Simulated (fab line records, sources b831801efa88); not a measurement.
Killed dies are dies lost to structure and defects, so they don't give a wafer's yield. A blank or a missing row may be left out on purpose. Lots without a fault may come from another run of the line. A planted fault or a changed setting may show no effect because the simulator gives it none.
fab line records | flow sky130
record lots=5 wafers=15 last_day=47
route steps=708 shown SONOS_ONO@176 GATE_OXIDE@187 POLY_GATE@204 PAD_OPEN@708
lots that met no fault: from a run of the same line without faults
start_h: hours from the record's first day to the start of the lot's first wafer shown | wait_h: hours since the lot's step before | " the same as in the row above | L1.1+2: a row that stands for several wafers | - no value, or no start given | * or withheld: withheld | < > ~ a bound
route shown NAME@n: a module of which the file shows steps, and the number in the route of the first | usual: mean/standard deviation of fault-free wafers | same: alike in all rows | chamber/n: place in a boat | sites: the reading at each site | _std_site: their standard deviation | _edge_site: outer sites' mean less inner sites' | radius_mm: how far each site lies from the wafer's centre | mask NAME#n: copy n | behind: the tool/chamber that last shaped the wafer | hold: why the lot was held/for how many hours/how that ended | device: the transistor (n, p or np) that didn't switch | end of line: the same wafers' tests at the end of the route | a step without rows: its recipe alone | killed: dies lost to structure and defects at the first sort, not the wafer's yield | map: a wafer's dies, x killed, . not, _ none there
set.NAME: the setting as run; set.NAME@STEP: as run at that earlier step | model.NAME: the simulator's own value behind a step, which no gauge read
lots at some steps of the route; a table a step, a row a wafer
services: from which hour (start_h, from the record's first day; less than 0 if before it) a tool's chamber was out of use, for how many hours, and why
## steps
# step SKY_SONOS_ONO_COAT_08
# recipe resist=NOVOLAK spin_rpm=3000 resist_thk_nm=1140
# step SKY_SONOS_ONO_SOFTBAKE_09
# recipe temp_c=90 time_s=60 resist=NOVOLAK
# step SKY_SONOS_ONO_EXPOSE_10
# recipe mask_id=ONOM target_cd_nm=410 na=0.6 source_shape=conventional sigma_outer=0.6 dose_mj=150
# step SKY_SONOS_ONO_PEB_11
# recipe temp_c=withheld time_s=* resist=NOVOLAK
# step SKY_SONOS_ONO_DEVELOP_12
# recipe develop_time_s=60 dev_temp_c=23
# step SKY_SONOS_ONO_ETCH_15
# recipe target_depth_nm=19.52 chemistry=CHF3/O2 source_w=600 bias_w=200 pressure_mtorr=40 chf3_flow_sccm=50 O2_flow_sccm=5 time_s=7.8
# step SKY_SONOS_ONO_WET_ETCH_16
# recipe chemistry=dHF target_depth_nm=14 dry=n2_spin target=SiO2 dilution=100:1 temp_c=25 time_s=280
# step SKY_SONOS_ONO_STRIP_17
# recipe chemistry=O2/N2 power_w=1400 pressure_mtorr=1500 platen_temp_c=withheld o2_flow_sccm=3000 n2_flow_sccm=300 overash_fraction=0.5
# step SKY_SONOS_ONO_WET_ETCH_18
# recipe chemistry=H3PO4 target_depth_nm=15 target=Si3N4 temp_c=160 time_s=172
# step SKY_GATE_OXIDE_CLEAN_00
# recipe chemistry=SC1/SC2 mix=1:4:20 temp_c=70 time_s=150 dry=n2_spin
# step SKY_GATE_OXIDE_OXIDATION_01
# recipe temp_c=900 ambient=O2 stabilise_s=600 purge_s=300 target_thk_a=102.68 ox_time_s=1473
# usual spike_tc_bottom_C=917.1/0.95 spike_tc_centre_C=900.4/1.1 spike_tc_lower_C=899.9/1.1 spike_tc_top_C=913.0/1.1 spike_tc_upper_C=899.7/1.9 tube_center_temp_C=900/0.077 tube_center_temp_C_max=902.3/0.37 zone_power_lower_pct=16.6/1.2
# same ox_time_s=1473 stabilise_s=600
# columns lot.wafer tool chamber start_h wait_h spike_tc_bottom_C spike_tc_centre_C spike_tc_lower_C spike_tc_top_C spike_tc_upper_C tube_center_temp_C tube_center_temp_C_max zone_power_lower_pct model.SiO2_of_GATE_OXIDE_OXIDATION_01.thk_nm
L975.2 furnace-02 0 284.91 0.4 918.2 899.3 898.5 913.9 901.3 900.14 902.6 17.9 10.59
L975.3 " 0 " " 916.8 901.3 900.9 913.2 902.7 900.06 902.5 17.5 10.37
L975.6 " 0 " " 919.6 901.4 899.3 913.2 900.5 899.85 901.7 17.9 10.51
L981.3 furnace-02 0 345.66 1.0 923.6 906.7 905.9 919.3 906.3 905.63 907.7 18.0 11.5
L981.4 " 0 " " 923.1 905.2 904.8 919.8 906.8 905.58 907.7 18.3 11.36
L981.6 " 0 " " 924.6 907.5 904.9 916.8 904.8 905.61 908.1 18.2 11.4
L982.1 furnace-02 0 348.58 0.8 923.0 907.6 904.6 917.0 907.2 905.39 907.7 18.2 11.36
L982.2 " 0 " " 923.2 906.7 905.1 920.1 908.1 905.59 908.9 18.3 11.19
L982.6 " 0 " " 923.7 907.0 904.5 919.9 907.3 905.51 908.4 18.1 11.23
L984.3 furnace-02 0 362.23 0.1 923.1 908.1 906.5 919.1 907.3 905.51 907.8 18.2 11.09
L984.5 " 0 " " 923.6 905.6 904.5 919.2 905.5 905.51 908.0 17.9 11.06
L984.6 " 0 " " 922.2 905.7 905.2 919.3 907.4 905.42 908.0 18.2 11.09
L985.1 furnace-01 0 371.76 0.3 916.8 899.2 900.9 912.6 896.9 900.03 902.3 15.4 10.35
L985.2 " 0 " " 914.8 899.9 900.2 914.0 897.2 899.9 901.9 15.5 10.18
L985.5 " 0 " " 917.0 903.1 900.0 913.5 898.8 900.01 902.6 15.1 10.24
# step SKY_GATE_OXIDE_THK_MEAS_02
# recipe reads=SiO2_of_GATE_OXIDE_OXIDATION_01
# usual GATE_OXIDE_OXIDATION_00_THK=10.37/0.19
# columns lot.wafer tool chamber start_h wait_h GATE_OXIDE_OXIDATION_00_THK[nm]
L975.2 film_metro-03 - 286.33 0.0 10.57
L975.3 " - " " 10.41
L975.6 " - " " 10.53
L981.3 film_metro-01 - 347.09 0.0 11.49
L981.4 " - " " 11.34
L981.6 " - " " 11.39
L982.1 film_metro-03 - 349.99 0.0 11.39
L982.2 " - " " 11.21
L982.6 " - " " 11.22
L984.3 film_metro-02 - 363.66 0.0 11.02
L984.5 " - " " 11.05
L984.6 " - " " 11.11
L985.1 film_metro-01 - 373.17 0.0 10.34
L985.2 " - " " 10.17
L985.5 " - " " 10.21
# step SKY_GATE_OXIDE_DEHYDRATE_03
# recipe temp_c=200 time_s=60
# step SKY_GATE_OXIDE_HMDS_04
# recipe prime_time_s=60 prime_temp_c=120
# step SKY_GATE_OXIDE_COAT_05
# recipe resist=NOVOLAK spin_rpm=3000 resist_thk_nm=1140
# step SKY_GATE_OXIDE_SOFTBAKE_06
# recipe temp_c=90 time_s=60 resist=NOVOLAK
# step SKY_GATE_OXIDE_EXPOSE_07
# recipe mask_id=LVOM na=0.6 source_shape=conventional sigma_outer=0.6 polarization=unpolarized target_cd_nm=600 dose_mj=170
# step SKY_GATE_OXIDE_PEB_08
# recipe temp_c=withheld time_s=* resist=NOVOLAK
# step SKY_GATE_OXIDE_DEVELOP_09
# recipe resist=NOVOLAK developer=TMAH develop_time_s=60 dev_temp_c=23
# step SKY_GATE_OXIDE_IMPLANT_11
# recipe species=B energy_kev=10.18 dose_cm2=2.6e+12 tilt_deg=withheld
# step SKY_GATE_OXIDE_WET_ETCH_12
# recipe chemistry=dHF target_depth_nm=16.8 dry=n2_spin target=SiO2 dilution=100:1 temp_c=25 time_s=336
# step SKY_GATE_OXIDE_STRIP_13
# recipe chemistry=O2/N2 power_w=1400 pressure_mtorr=1500 platen_temp_c=withheld o2_flow_sccm=3000 n2_flow_sccm=300 overash_fraction=0.5
# step SKY_GATE_OXIDE_CLEAN_15
# recipe chemistry=SC1/SC2 mix=1:4:20 temp_c=70 time_s=150 dry=n2_spin
# step SKY_GATE_OXIDE_OXIDATION_16
# recipe temp_c=800 ambient=O2 idle_temp_c=700 ramp_up_c_per_min=10 ramp_down_c_per_min=3 stabilise_s=600 purge_s=300 target_thk_a=35.7 ox_time_s=1915
# usual ox_temp_c=800.0/0.39 spike_tc_bottom_C=818.3/1.1 spike_tc_centre_C=800.2/1.2 spike_tc_lower_C=799.8/1 spike_tc_top_C=814.9/0.97 spike_tc_upper_C=799.5/1.8 tube_center_temp_C=799.99/0.077 tube_center_temp_C_max=802.1/0.35 zone_power_lower_pct=12.9/0.97
# same ox_time_s=1915 stabilise_s=600
# columns lot.wafer tool chamber start_h wait_h ox_temp_c spike_tc_bottom_C spike_tc_centre_C spike_tc_lower_C spike_tc_top_C spike_tc_upper_C tube_center_temp_C tube_center_temp_C_max zone_power_lower_pct model.SiO2_of_GATE_OXIDE_OXIDATION_01.thk_nm
L975.2 furnace-01 0 313.69 1.1 799.7 817.2 800.8 799.3 814.1 797.2 799.96 802.7 12.1 11.95
L975.3 " 0 " " 800.3 816.9 802.9 800.6 813.6 795.1 799.93 801.9 12.0 11.76
L975.6 " 0 " " 800.0 817.0 798.7 800.9 815.5 798.1 800.05 802.8 12.1 11.87
L981.3 furnace-01 0 376.63 1.2 799.5 818.2 798.0 800.0 814.1 796.8 799.98 801.9 12.0 12.79
L981.4 " 0 " " 800.0 818.8 800.6 800.1 815.1 798.5 800.01 802.5 11.8 12.65
L981.6 " 0 " " 799.6 818.0 799.2 800.4 813.8 800.0 800.05 802.4 12.1 12.74
L982.1 furnace-02 0 378.70 0.0 800.3 819.9 803.0 798.8 815.8 800.7 799.92 802.3 13.7 12.64
L982.2 " 0 " " 799.6 817.4 800.1 797.6 817.3 799.6 800.01 802.3 13.8 12.5
L982.6 " 0 " " 799.5 818.3 800.8 799.5 815.0 802.3 799.98 801.7 13.9 12.54
L984.3 furnace-02 0 394.47 1.3 800.5 817.0 800.0 798.8 815.0 802.2 799.97 802.0 14.1 12.43
L984.5 " 0 " " 799.9 819.2 800.5 799.4 815.7 801.0 799.94 802.3 14.0 12.37
L984.6 " 0 " " 800.4 819.0 799.7 798.7 814.0 802.1 800.08 802.1 14.2 12.38
L985.1 furnace-01 0 405.62 3.3 799.9 818.9 799.4 800.1 814.9 799.8 799.81 801.8 12.0 11.69
L985.2 " 0 " " 800.2 818.3 800.2 800.6 815.1 799.0 799.89 801.6 11.9 11.58
L985.5 " 0 " " 800.0 816.9 798.3 799.3 812.6 796.4 799.87 802.1 11.9 11.6
# step SKY_POLY_GATE_CVD_00
# recipe material=poly-Si target_thk_nm=180 temp_c=620 time_s=720 pressure_mtorr=200
# step SKY_PAD_OPEN_PROBE_99
# usual killed_at_M0_to_M3=43/6.9 killed_at_M4_up=3.2/2 killed_at_contacts=25/5.1 killed_at_front_end=15/4.5 killed_at_other=0.2/0.51 killed_dies=85/9.5 killed_open=48/6.9 killed_short=38/6.7
# same gross_dies=492 killed_at_back_side=0
# columns lot.wafer tool chamber start_h wait_h killed_at_M0_to_M3 killed_at_M4_up killed_at_contacts killed_at_front_end killed_at_other killed_dies killed_open killed_short model.etest.nfet_16v.r_on_ohm_um model.etest.tip_sonos.rs_ohm_sq model.etest.pfet_g5v0d10v5.r_on_ohm_um model.etest.nfet_g5v0d10v5.r_on_ohm_um model.etest.nfet_g5v0d10v5.drive_ua_um model.etest.nfet_05v0_nvt.drive_ua_um model.etest.pfet_g5v0d10v5.drive_ua_um model.etest.nfet_16v.drive_ua_um
L975.2 prober-01 - 1075.98 0.1 43 1 26 8 0 78 51 27 1.392e+04 2795 4864 1888 594.4 567 330.7 220.4
L975.3 prober-01 - 1076.03 0.2 37 3 16 25 0 81 40 41 1.391e+04 2719 4892 1876 604.5 570.3 332.1 221.5
L975.6 prober-01 - 1076.18 0.2 42 3 19 10 2 76 43 33 1.389e+04 2761 4812 1885 595.5 567.3 333.9 221.8
L981.3 prober-01 - 1123.11 0.2 47 2 27 18 0 94 59 35 1.47e+04 2944 4982 1991 556.4 530 320.1 199.6
L981.4 prober-01 - 1123.16 0.2 46 3 24 11 0 84 48 36 1.492e+04 2896 4931 1967 562 535.8 323.1 201.3
L981.6 prober-01 - 1123.26 0.2 53 1 15 19 0 88 49 39 1.479e+04 2913 4942 1952 556.7 531.4 324.4 200.1
L982.1 prober-02 - 1124.05 0.1 48 0 26 10 0 84 54 30 1.456e+04 2920 4858 1938 561.5 542.9 325.1 206.6
L982.2 prober-02 - 1124.10 0.1 48 5 20 18 0 91 53 38 1.46e+04 2889 4858 1926 567.3 548.7 321 206.3
L982.6 prober-02 - 1124.30 0.2 44 5 17 9 0 75 49 26 1.464e+04 2900 4977 1946 566.4 543.2 322.2 205.3
L984.3 prober-02 - 1132.32 0.2 49 2 21 9 0 81 40 41 1.476e+04 2845 4849 1953 567.7 548.5 331.2 208.7
L984.5 prober-02 - 1132.42 0.2 42 1 29 14 0 86 51 35 1.471e+04 2838 4857 1959 575.6 548.7 327.1 210
L984.6 prober-02 - 1132.47 0.2 45 3 29 16 1 94 49 45 1.48e+04 2873 4839 1979 569.8 548.1 331.7 207.7
L985.1 prober-01 - 1139.34 0.1 50 3 29 20 0 102 62 40 1.397e+04 2766 4787 1880 605.4 573.9 336.1 223.8
L985.2 prober-01 - 1139.39 0.1 45 9 18 22 0 94 48 46 1.379e+04 2700 4696 1862 611.4 579.5 345.4 228.5
L985.5 prober-01 - 1139.54 0.2 60 4 33 22 0 119 71 48 1.395e+04 2730 4770 1879 614.4 578.1 342.9 226
# killed by level:class
L975.2 VIA1:geometric_particle:open=12 CONTACT:geometric_particle:open=10 LI_CONTACT:geometric_particle:open=8 VIA3:geometric_particle:open=8 VIA2:geometric_particle:open=6 METAL1:geometric_particle:short=5 METAL2:geometric_particle:short=5 POLY_GATE:geometric_particle:open=3
L975.3 VIA1:geometric_particle:open=11 FIELD_ISO:geometric_particle:short=6 POLY_GATE:geometric_particle:short=6 FIELD_ISO:geometric_particle:open=5 POLY_GATE:geometric_particle:open=5 CONTACT:geometric_particle:open=5 VIA2:geometric_particle:open=5 METAL2:geometric_particle:short=4
L975.6 VIA1:geometric_particle:open=10 METAL1:geometric_particle:short=7 VIA2:geometric_particle:open=7 CONTACT:geometric_particle:open=6 LI_CONTACT:geometric_particle:open=5 LOCAL_INTERCONNECT:geometric_particle:short=4 VIA1:geometric_particle:short=3 METAL2:geometric_particle:short=3
L981.3 VIA1:geometric_particle:open=13 LI_CONTACT:geometric_particle:open=9 CONTACT:geometric_particle:open=9 POLY_GATE:geometric_particle:open=6 VIA2:geometric_particle:open=6 FIELD_ISO:geometric_particle:open=5 VIA3:geometric_particle:open=5 LOCAL_INTERCONNECT:geometric_particle:short=4
L981.4 VIA1:geometric_particle:open=10 VIA3:geometric_particle:open=9 CONTACT:geometric_particle:open=8 LI_CONTACT:geometric_particle:open=8 CONTACT:geometric_particle:short=7 METAL1:geometric_particle:short=6 VIA2:geometric_particle:open=6 VIA1:geometric_particle:short=4
L981.6 VIA3:geometric_particle:open=12 CONTACT:geometric_particle:open=9 METAL2:geometric_particle:short=9 VIA1:geometric_particle:open=8 FIELD_ISO:geometric_particle:short=7 METAL1:geometric_particle:short=6 VIA2:geometric_particle:open=6 FIELD_ISO:geometric_particle:open=4
L982.1 CONTACT:geometric_particle:open=11 VIA3:geometric_particle:open=11 VIA1:geometric_particle:open=10 LI_CONTACT:geometric_particle:open=7 VIA2:geometric_particle:open=6 METAL1:geometric_particle:short=5 FIELD_ISO:geometric_particle:short=4 METAL2:geometric_particle:short=3
L982.2 VIA3:geometric_particle:open=11 VIA1:geometric_particle:open=10 LI_CONTACT:geometric_particle:open=7 POLY_GATE:geometric_particle:short=6 VIA1:geometric_particle:short=6 METAL2:geometric_particle:short=5 CONTACT:geometric_particle:open=5 METAL1:geometric_particle:short=5
L982.6 VIA1:geometric_particle:open=14 LI_CONTACT:geometric_particle:open=6 METAL2:geometric_particle:short=6 SPACER:geometric_particle:open=5 CONTACT:geometric_particle:open=5 METAL2:geometric_particle:open=5 VIA2:geometric_particle:open=5 VIA3:geometric_particle:open=4
L984.3 VIA1:geometric_particle:open=10 METAL1:geometric_particle:short=8 CONTACT:geometric_particle:open=8 VIA3:geometric_particle:open=8 VIA1:geometric_particle:short=6 METAL2:geometric_particle:short=6 LI_CONTACT:geometric_particle:open=4 LOCAL_INTERCONNECT:geometric_particle:short=4
L984.5 VIA1:geometric_particle:open=10 CONTACT:geometric_particle:open=10 LI_CONTACT:geometric_particle:open=7 CONTACT:geometric_particle:short=6 VIA1:geometric_particle:short=6 VIA2:geometric_particle:open=6 POLY_GATE:geometric_particle:open=5 VIA3:geometric_particle:open=5
L984.6 METAL2:geometric_particle:short=9 LI_CONTACT:geometric_particle:open=8 VIA1:geometric_particle:open=8 CONTACT:geometric_particle:open=7 FIELD_ISO:geometric_particle:open=6 LOCAL_INTERCONNECT:geometric_particle:short=6 VIA3:geometric_particle:open=6 CONTACT:geometric_particle:short=5
L985.1 VIA1:geometric_particle:open=15 LI_CONTACT:geometric_particle:open=10 CONTACT:geometric_particle:open=8 METAL2:geometric_particle:short=8 VIA2:geometric_particle:open=8 FIELD_ISO:geometric_particle:open=6 POLY_GATE:geometric_particle:short=6 LOCAL_INTERCONNECT:geometric_particle:short=5
L985.2 VIA2:geometric_particle:open=8 METAL2:geometric_particle:short=8 VIA1:geometric_particle:open=8 FIELD_ISO:geometric_particle:short=7 POLY_GATE:geometric_particle:open=7 METAL4:geometric_particle:short=7 VIA3:geometric_particle:open=6 CONTACT:geometric_particle:open=6
L985.5 CONTACT:geometric_particle:open=15 VIA1:geometric_particle:open=13 VIA2:geometric_particle:open=11 LI_CONTACT:geometric_particle:open=7 VIA1:geometric_particle:short=7 VIA3:geometric_particle:short=7 FIELD_ISO:geometric_particle:open=6 METAL3:geometric_particle:short=6
## services
# columns tool chamber start_h hours kind
furnace-02 - 267.93 7.4 pm
furnace-01 - 315.22 3.5 pm
furnace-02 - 401.66 4.3 pm
## key
first_sign step=SKY_GATE_OXIDE_OXIDATION_01 reading=tube_center_temp_C direction=up sigmas=61 usual=* struck=*
effect step=SKY_GATE_OXIDE_OXIDATION_01 reading=tube_center_temp_C_max direction=up sigmas=15 usual=* struck=*
effect step=SKY_GATE_OXIDE_THK_MEAS_02 reading=GATE_OXIDE_OXIDATION_00_THK direction=up sigmas=4.7 usual=10.37 struck=11.25
model_effect step=SKY_GATE_OXIDE_OXIDATION_01 value=SiO2_of_GATE_OXIDE_OXIDATION_01.thk_nm without=10.62 struck=11.25
model_effect step=SKY_GATE_OXIDE_OXIDATION_16 value=SiO2_of_GATE_OXIDE_OXIDATION_01.thk_nm without=11.97 struck=12.56
model_effect step=SKY_PAD_OPEN_PROBE_99 value=etest.nfet_16v.r_on_ohm_um without=1.438e+04 struck=1.472e+04
met_at SKY_GATE_OXIDE_OXIDATION_01
struck_wafers L981.3,L981.4,L981.6,L982.1,L982.2,L982.6,L984.3,L984.5,L984.6
tester_left_out L981,L982,L984
onset_between 284.91 345.66
fault kind=process_parameter_drift tool=furnace-02 chamber=- onset_h=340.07 steps=SKY_GATE_OXIDE_OXIDATION_01 channel=temp_c offset=* shape=step end_h=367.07 acts_in=* stated=*
# tester_left_out: of these lots the tester's yield and bins aren't shown, on N5 and GAA mostly nor the transistor test; their killed dies are dies lost to structure and defects alone, not to doping, threshold or leakage, so they don't give the yield
